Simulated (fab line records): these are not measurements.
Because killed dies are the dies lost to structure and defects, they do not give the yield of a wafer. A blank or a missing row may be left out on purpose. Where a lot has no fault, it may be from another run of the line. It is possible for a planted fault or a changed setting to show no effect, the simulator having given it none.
fab line records + flow sky130
[record]
- lots = 15
- wafers = 45
- lastDay = 50
route steps=708 shown VT_ADJUST_HVTR@141 POLY_GATE@205 LDD_N@249 LDD_HVN@274
lots that met no fault: from a run of the same line without faults
startH: the number of hours between the record's first day and the start of the first shown wafer of the lot + waitH: how many hours have passed since the lot's step before this one + " as in the row above + L1.1+2: a single row standing in for several wafers + - value missing, or start not given + * or withheld: withheld + < > ~ a bound
route shown NAME@n: a module of which the file shows steps, and the number in the route of the first + usual: mean/standard deviation of fault-free wafers + same: alike in all rows + chamber/n: place in a boat + sites: the reading at each site + _std_site: their standard deviation + _edge_site: outer sites' mean less inner sites' + radiusMm: how far each site lies from the wafer's centre + mask NAME#n: copy n + behind: the tool/chamber that last shaped the wafer + hold: cause of the lot's hold/its duration in hours/its outcome + device: whichever transistor did not switch (one of n, p or np) + end of line: the tests these same wafers got at the end of their route + a step with no rows: only its recipe + killed: not the wafer's yield, but the dies lost to structure and defects at the first sort + map: dies across one wafer; x = killed, . = not, _ = none there
set.NAME: the setting the step ran with; set.NAME@STEP: the setting that earlier step ran with + model.NAME: the simulator's own value behind a step, which no gauge read
a sample of lots followed through the steps of the route, with each step as a table and each wafer as a row
services: when a tool's chamber went out of use (startH, in hours from the record's first day, below 0 if earlier), for how many hours, and the reason
[[steps]]
[step SKY_VT_ADJUST_HVTR_STRIP_10]
[recipe]
- chemistry = O2/N2
- powerW = 1400
- pressureMtorr = 1500
- platenTempC = withheld
- o2FlowSccm = 3000
- n2FlowSccm = 300
- overashFraction = 0.5
[usual]
- drypumpMotorCurrentA = 5.9/0.52
- oesProductAu = 0.715/0.0046
- stripTimeToEndpointS = 14.17/0.04
[same]
- overashFraction = 0.5
| lot.wafer | tool           | chamber | startH | waitH | drypumpMotorCurrentA | oesProductAu | rfHoursCounterH | stripTimeToEndpointS |
|-----------|----------------|---------|--------|-------|----------------------|--------------|-----------------|----------------------|
| L625.1    | plasmaAsher-01 | 0       | 207.16 | 0.1   | 6.5                  | 0.716        | 9               | 14.24                |
| L625.3    | "              | 0       | "      | "     | 6.6                  | 0.715        | -               | 14.16                |
| L625.4    | "              | 1       | "      | "     | 5.1                  | 0.719        | -               | 14.19                |
| L626.1    | plasmaAsher-03 | 1       | 210.62 | 0.1   | 5.8                  | 0.711        | 52              | 14.17                |
| L626.2    | "              | 0       | "      | "     | 5.4                  | 0.717        | 52              | 14.19                |
| L626.5    | "              | 1       | "      | "     | 5.8                  | 0.718        | -               | 14.17                |
| L627.1    | plasmaAsher-01 | 1       | 218.98 | 0.1   | 5.1                  | 0.714        | 11              | 14.11                |
| L627.4    | "              | 0       | "      | "     | 6.5                  | 0.712        | -               | 14.11                |
| L627.5    | "              | 0       | "      | "     | 6.5                  | 0.714        | -               | 14.12                |
| L630.2    | plasmaAsher-04 | 1       | 241.41 | 0.1   | 6.2                  | 0.712        | 36              | 14.18                |
| L630.4    | "              | 1       | "      | "     | 6.2                  | 0.720        | -               | 14.15                |
| L630.6    | "              | 1       | "      | "     | 6.2                  | 0.707        | -               | 14.16                |
| L631.3    | plasmaAsher-04 | 0       | 243.84 | 0.1   | 6.4                  | 0.711        | -               | 14.16                |
| L631.4    | "              | 1       | "      | "     | 6.2                  | 0.715        | -               | 14.18                |
| L631.6    | "              | 1       | "      | "     | 6.2                  | 0.714        | -               | 14.16                |
| L632.3    | plasmaAsher-01 | 1       | 256.57 | 0.1   | 5.1                  | 0.711        | -               | 14.13                |
| L632.4    | "              | 0       | "      | "     | 6.5                  | 0.725        | -               | 14.14                |
| L632.5    | "              | 1       | "      | "     | 5.1                  | 0.714        | -               | 14.14                |
| L636.1    | plasmaAsher-01 | 1       | 286.77 | 0.1   | 5.0                  | 0.712        | 18              | 14.21                |
| L636.2    | "              | 0       | "      | "     | 6.5                  | 0.712        | 18              | 14.20                |
| L636.6    | "              | 1       | "      | "     | 5.1                  | 0.720        | -               | 14.21                |
| L637.2    | plasmaAsher-04 | 1       | 300.28 | 0.1   | 6.2                  | 0.717        | 42              | 14.11                |
| L637.4    | "              | 0       | "      | "     | 6.4                  | 0.717        | -               | 14.15                |
| L637.5    | "              | 1       | "      | "     | 6.2                  | 0.725        | -               | 14.14                |
| L639.2    | plasmaAsher-03 | 0       | 310.26 | 0.1   | 5.5                  | 0.724        | 63              | 14.14                |
| L639.3    | "              | 1       | "      | "     | 5.8                  | 0.717        | -               | 14.11                |
| L639.6    | "              | 0       | "      | "     | 5.5                  | 0.714        | -               | 14.18                |
| L643.1    | plasmaAsher-01 | 1       | 338.52 | 0.1   | 5.1                  | 0.708        | 23              | 14.18                |
| L643.4    | "              | 0       | "      | "     | 6.6                  | 0.719        | -               | 14.19                |
| L643.6    | "              | 1       | "      | "     | 5.1                  | 0.725        | -               | 14.16                |
| L644.1    | plasmaAsher-01 | 0       | 347.43 | 0.1   | 6.6                  | 0.716        | 24              | 14.12                |
| L644.3    | "              | 0       | "      | "     | 6.6                  | 0.713        | -               | 14.17                |
| L644.6    | "              | 1       | "      | "     | 5.1                  | 0.714        | -               | 14.13                |
| L645.2    | plasmaAsher-03 | 1       | 347.46 | 0.1   | 5.8                  | 0.719        | 67              | 14.22                |
| L645.3    | "              | 1       | "      | "     | 5.9                  | 0.712        | -               | 14.21                |
| L645.6    | "              | 1       | "      | "     | 5.8                  | 0.721        | -               | 14.22                |
| L646.4    | plasmaAsher-04 | 0       | 356.52 | 0.1   | 6.3                  | 0.713        | -               | 14.20                |
| L646.5    | "              | 0       | "      | "     | 6.4                  | 0.719        | -               | 14.19                |
| L646.6    | "              | 1       | "      | "     | 6.2                  | 0.718        | -               | 14.20                |
| L647.3    | plasmaAsher-03 | 0       | 365.29 | 0.1   | 5.4                  | 0.712        | -               | 14.16                |
| L647.4    | "              | 1       | "      | "     | 5.8                  | 0.710        | -               | 14.18                |
| L647.6    | "              | 0       | "      | "     | 5.4                  | 0.709        | -               | 14.16                |
| L648.2    | plasmaAsher-04 | 0       | 374.66 | 0.1   | 6.3                  | 0.710        | 46              | 14.16                |
| L648.3    | "              | 1       | "      | "     | 6.2                  | 0.719        | -               | 14.23                |
| L648.5    | "              | 1       | "      | "     | 6.2                  | 0.708        | -               | 14.13                |
[step SKY_POLY_GATE_THK_MEAS_01]
[recipe]
- reads = poly-Si_of_POLY_GATE_CVD_00
[usual]
- POLY_GATE_CVD_00_THK = 180.8/1.7
| lot.wafer | tool         | chamber | startH | waitH | POLY_GATE_CVD_00_THK[nm] |
|-----------|--------------|---------|--------|-------|--------------------------|
| L625.1    | filmMetro-01 | -       | 320.49 | 0.0   | 179.5                    |
| L625.3    | "            | -       | "      | "     | 180.5                    |
| L625.4    | "            | -       | "      | "     | 180.2                    |
| L626.1    | filmMetro-02 | -       | 320.53 | 0.0   | 181.3                    |
| L626.2    | "            | -       | "      | "     | 181.2                    |
| L626.5    | "            | -       | "      | "     | 181.5                    |
| L627.1    | filmMetro-04 | -       | 332.78 | 0.0   | 183.6                    |
| L627.4    | "            | -       | "      | "     | 183.4                    |
| L627.5    | "            | -       | "      | "     | 184.4                    |
| L630.2    | filmMetro-02 | -       | 360.48 | 0.0   | 181.7                    |
| L630.4    | "            | -       | "      | "     | 182.4                    |
| L630.6    | "            | -       | "      | "     | 181.2                    |
| L631.3    | filmMetro-04 | -       | 360.49 | 0.0   | 181.8                    |
| L631.4    | "            | -       | "      | "     | 181.5                    |
| L631.6    | "            | -       | "      | "     | 182.7                    |
| L632.3    | filmMetro-01 | -       | 386.96 | 0.0   | 180.1                    |
| L632.4    | "            | -       | "      | "     | 181.4                    |
| L632.5    | "            | -       | "      | "     | 181.1                    |
| L636.1    | filmMetro-01 | -       | 411.98 | 0.0   | 181.5                    |
| L636.2    | "            | -       | "      | "     | 182.4                    |
| L636.6    | "            | -       | "      | "     | 180.5                    |
| L637.2    | filmMetro-02 | -       | 421.55 | 0.0   | 178.4                    |
| L637.4    | "            | -       | "      | "     | 179.8                    |
| L637.5    | "            | -       | "      | "     | 180.6                    |
| L639.2    | filmMetro-04 | -       | 432.47 | 0.0   | 182.6                    |
| L639.3    | "            | -       | "      | "     | 183.1                    |
| L639.6    | "            | -       | "      | "     | 182.1                    |
| L643.1    | filmMetro-04 | -       | 469.13 | 0.0   | 178.7                    |
| L643.4    | "            | -       | "      | "     | 178.4                    |
| L643.6    | "            | -       | "      | "     | 180.0                    |
| L644.1    | filmMetro-04 | -       | 477.01 | 0.0   | 177.0                    |
| L644.3    | "            | -       | "      | "     | 178.0                    |
| L644.6    | "            | -       | "      | "     | 177.5                    |
| L645.2    | filmMetro-04 | -       | 478.22 | 0.0   | 178.4                    |
| L645.3    | "            | -       | "      | "     | 178.0                    |
| L645.6    | "            | -       | "      | "     | 179.8                    |
| L646.4    | filmMetro-04 | -       | 488.17 | 0.0   | 181.2                    |
| L646.5    | "            | -       | "      | "     | 182.9                    |
| L646.6    | "            | -       | "      | "     | 182.2                    |
| L647.3    | filmMetro-01 | -       | 497.81 | 0.0   | 176.6                    |
| L647.4    | "            | -       | "      | "     | 177.7                    |
| L647.6    | "            | -       | "      | "     | 176.9                    |
| L648.2    | filmMetro-01 | -       | 504.82 | 0.0   | 180.7                    |
| L648.3    | "            | -       | "      | "     | 182.4                    |
| L648.5    | "            | -       | "      | "     | 181.4                    |
[step SKY_LDD_N_IMPLANT_12]
[recipe]
- species = BF2
- energyKev = 50
- doseCm2 = 5e+12
- tiltDeg = 30
- rotationDeg = 0
[usual]
- beamEnergyKeV = 50.000/0.016
- beamOnS = 9.99/0.22
- faradayCurrentUA = 28.2/0.6
| lot.wafer | tool         | chamber | startH | waitH | beamEnergyKeV | beamOnS | faradayCurrentUA |
|-----------|--------------|---------|--------|-------|---------------|---------|------------------|
| L625.1    | implanter-04 | 0       | 405.55 | 0.1   | 49.990        | 10.11   | 27.7             |
| L625.3    | "            | 0       | "      | "     | 49.978        | 10.57   | 26.9             |
| L625.4    | "            | 0       | "      | "     | 49.987        | 10.16   | 27.8             |
| L626.1    | implanter-03 | 0       | 405.85 | 0.1   | 50.016        | 9.90    | 28.5             |
| L626.2    | "            | 0       | "      | "     | 50.002        | 10.02   | 28.1             |
| L626.5    | "            | 0       | "      | "     | 49.993        | 10.01   | 28.1             |
| L627.1    | implanter-02 | 0       | 422.98 | 0.1   | 49.986        | 9.71    | 29.1             |
| L627.4    | "            | 0       | "      | "     | 50.018        | 9.97    | 28.2             |
| L627.5    | "            | 0       | "      | "     | 50.019        | 9.76    | 28.9             |
| L631.3    | implanter-02 | 0       | 454.31 | 0.1   | 49.997        | 10.10   | 27.8             |
| L631.4    | "            | 0       | "      | "     | 49.987        | 9.87    | 28.5             |
| L631.6    | "            | 0       | "      | "     | 50.011        | 10.43   | 27.0             |
| L630.2    | implanter-03 | 0       | 454.50 | 0.1   | 49.971        | 10.07   | 27.9             |
| L630.4    | "            | 0       | "      | "     | 49.995        | 10.10   | 27.8             |
| L630.6    | "            | 0       | "      | "     | 50.004        | 10.12   | 27.9             |
| L632.3    | implanter-02 | 0       | 483.06 | 0.1   | 50.025        | 10.14   | 27.8             |
| L632.4    | "            | 0       | "      | "     | 50.010        | 10.13   | 27.7             |
| L632.5    | "            | 0       | "      | "     | 50.003        | 10.09   | 27.9             |
| L636.1    | implanter-03 | 0       | 508.54 | 0.1   | 49.991        | 9.97    | 28.3             |
| L636.2    | "            | 0       | "      | "     | 49.985        | 10.27   | 27.4             |
| L636.6    | "            | 0       | "      | "     | 49.982        | 9.77    | 28.9             |
| L637.2    | implanter-04 | 0       | 517.79 | 0.1   | 49.986        | 9.66    | 29.1             |
| L637.4    | "            | 0       | "      | "     | 50.007        | 10.28   | 27.6             |
| L637.5    | "            | 0       | "      | "     | 49.972        | 10.02   | 28.2             |
| L639.2    | implanter-03 | 0       | 528.37 | 0.1   | 49.994        | 9.91    | 28.4             |
| L639.3    | "            | 0       | "      | "     | 50.005        | 10.14   | 27.8             |
| L639.6    | "            | 0       | "      | "     | 49.984        | 9.92    | 28.5             |
| L643.1    | implanter-04 | -       | 566.51 | 0.1   | -             | -       | -                |
| L643.4    | "            | -       | "      | "     | -             | -       | -                |
| L643.6    | "            | -       | "      | "     | -             | -       | -                |
| L644.1    | implanter-03 | -       | 572.25 | 0.1   | -             | -       | -                |
| L644.3    | "            | -       | "      | "     | -             | -       | -                |
| L644.6    | "            | -       | "      | "     | -             | -       | -                |
| L645.2    | implanter-03 | -       | 575.40 | 0.1   | -             | -       | -                |
| L645.3    | "            | -       | "      | "     | -             | -       | -                |
| L645.6    | "            | -       | "      | "     | -             | -       | -                |
| L646.4    | implanter-04 | 0       | 581.47 | 0.1   | 49.997        | 9.86    | 28.5             |
| L646.5    | "            | 0       | "      | "     | 50.018        | 9.81    | 28.7             |
| L646.6    | "            | 0       | "      | "     | 50.011        | 10.27   | 27.5             |
| L647.3    | implanter-03 | 0       | 591.75 | 0.1   | 49.984        | 10.07   | 28.0             |
| L647.4    | "            | 0       | "      | "     | 49.975        | 9.67    | 29.2             |
| L647.6    | "            | 0       | "      | "     | 49.966        | 9.95    | 28.3             |
| L648.2    | implanter-04 | 0       | 599.94 | 0.1   | 49.992        | 9.93    | 28.4             |
| L648.3    | "            | 0       | "      | "     | 49.998        | 10.15   | 27.8             |
| L648.5    | "            | 0       | "      | "     | 49.994        | 10.01   | 28.1             |
[step SKY_LDD_HVN_OVL_MEAS_07]
[usual]
- LDD_HVN_OVL = -1.4/1.3
| lot.wafer | tool       | chamber | startH | waitH | LDD_HVN_OVL[nm] |
|-----------|------------|---------|--------|-------|-----------------|
| L625.1    | overlay-01 | -       | 466.44 | 0.1   | -3.4            |
| L625.3    | "          | -       | "      | "     | -1.7            |
| L625.4    | "          | -       | "      | "     | -1.8            |
| L626.1    | overlay-02 | -       | 467.50 | 0.1   | -1.3            |
| L626.2    | "          | -       | "      | "     | -0.9            |
| L626.5    | "          | -       | "      | "     | -0.7            |
| L627.1    | overlay-02 | -       | 485.21 | 0.1   | -0.6            |
| L627.4    | "          | -       | "      | "     | 1.4             |
| L627.5    | "          | -       | "      | "     | -0.3            |
| L631.3    | overlay-01 | -       | 516.31 | 0.1   | -1.8            |
| L631.4    | "          | -       | "      | "     | -1.2            |
| L631.6    | "          | -       | "      | "     | -2.9            |
| L630.2    | overlay-02 | -       | 516.35 | 0.1   | -2.2            |
| L630.4    | "          | -       | "      | "     | -1.5            |
| L630.6    | "          | -       | "      | "     | -2.1            |
| L632.3    | overlay-02 | -       | 544.51 | 0.1   | -2.7            |
| L632.4    | "          | -       | "      | "     | -2.5            |
| L632.5    | "          | -       | "      | "     | -1.3            |
| L636.1    | overlay-01 | -       | 569.79 | 0.1   | -0.2            |
| L636.2    | "          | -       | "      | "     | 0.6             |
| L636.6    | "          | -       | "      | "     | -1.9            |
| L637.2    | overlay-02 | -       | 580.11 | 0.1   | -1.0            |
| L637.4    | "          | -       | "      | "     | -2.1            |
| L637.5    | "          | -       | "      | "     | -1.5            |
| L639.2    | overlay-02 | -       | 588.85 | 0.1   | 0.2             |
| L639.3    | "          | -       | "      | "     | -1.0            |
| L639.6    | "          | -       | "      | "     | -3.2            |
| L646.4    | overlay-01 | -       | 639.71 | 0.1   | -0.4            |
| L646.5    | "          | -       | "      | "     | -1.5            |
| L646.6    | "          | -       | "      | "     | -1.7            |
| L647.3    | overlay-02 | -       | 649.12 | 0.1   | 0.1             |
| L647.4    | "          | -       | "      | "     | 0.0             |
| L647.6    | "          | -       | "      | "     | 1.3             |
| L648.2    | overlay-01 | -       | 658.82 | 0.1   | -2.5            |
| L648.3    | "          | -       | "      | "     | -2.5            |
| L648.5    | "          | -       | "      | "     | -2.2            |
[[services]]
| tool           | chamber | startH | hours | kind   |
|----------------|---------|--------|-------|--------|
| implanter-04   | -       | 184.43 | 3.5   | repair |
| plasmaAsher-04 | -       | 213.94 | 14.6  | pm     |
| implanter-02   | -       | 248.56 | 3.0   | pm     |
| implanter-02   | -       | 265.03 | 1.5   | repair |
| implanter-02   | -       | 268.63 | 1.9   | repair |
| implanter-02   | -       | 268.76 | 3.8   | repair |
| implanter-04   | -       | 269.93 | 20.3  | pm     |
| plasmaAsher-04 | -       | 307.60 | 28.1  | pm     |
| implanter-04   | -       | 339.56 | 2.2   | pm     |
| plasmaAsher-03 | -       | 348.37 | 2.2   | repair |
| plasmaAsher-03 | -       | 421.25 | 9.0   | pm     |
| implanter-03   | -       | 431.51 | 2.5   | pm     |
| implanter-03   | -       | 458.07 | 4.7   | repair |
| plasmaAsher-04 | -       | 468.96 | 1.8   | repair |
| plasmaAsher-04 | -       | 472.27 | 0.7   | repair |
| implanter-04   | -       | 487.80 | 1.6   | repair |
| implanter-04   | -       | 504.35 | 3.4   | repair |
| plasmaAsher-01 | -       | 510.23 | 1.9   | repair |
| implanter-03   | -       | 513.83 | 5.8   | repair |
| implanter-04   | -       | 525.32 | 3.5   | pm     |
| plasmaAsher-03 | -       | 525.57 | 2.8   | pm     |
| plasmaAsher-04 | -       | 538.56 | 1.7   | repair |
| implanter-04   | -       | 548.24 | 2.2   | repair |
| plasmaAsher-03 | -       | 562.99 | 1.2   | repair |
[[key]]
[firstSign]
- step = SKY_LDD_N_IMPLANT_12
- reading = toolRecord
- direction = missing
effect none on later readings
metAt SKY_LDD_N_IMPLANT_12
struckLots L643,L644,L645
laterRowsLeftOut L643.1,L643.4,L643.6,L644.1,L644.3,L644.6,L645.2,L645.3,L645.6
sortLeftOut L643.1,L643.4,L643.6,L644.1,L644.3,L644.6,L645.2,L645.3,L645.6
testerLeftOut L643,L644,L645
notActingAt SKY_VT_ADJUST_HVTR_STRIP_10,SKY_POLY_GATE_THK_MEAS_01,SKY_LDD_HVN_OVL_MEAS_07
onsetBetween 528.37 566.51
[fault]
- kind = skippedStepWhole
- tool = implanter-03,implanter-04
- chamber = -
- onsetH = 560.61
- steps = SKY_LDD_N_IMPLANT_12
- scope = struckLotsOnly
// testerLeftOut: of these lots the tester's yield and bins aren't shown, on N5 and GAA mostly nor the transistor test; their killed dies are dies lost to structure and defects alone, not to doping, threshold or leakage, so they don't give the yield
// sortLeftOut: the simulated sort isn't trusted on such a fault, so these wafers' sort isn't shown, and their yield isn't known
// laterRowsLeftOut: the simulator's readings of these wafers behind a module that went badly wrong aren't trusted and aren't shown, but for the sort
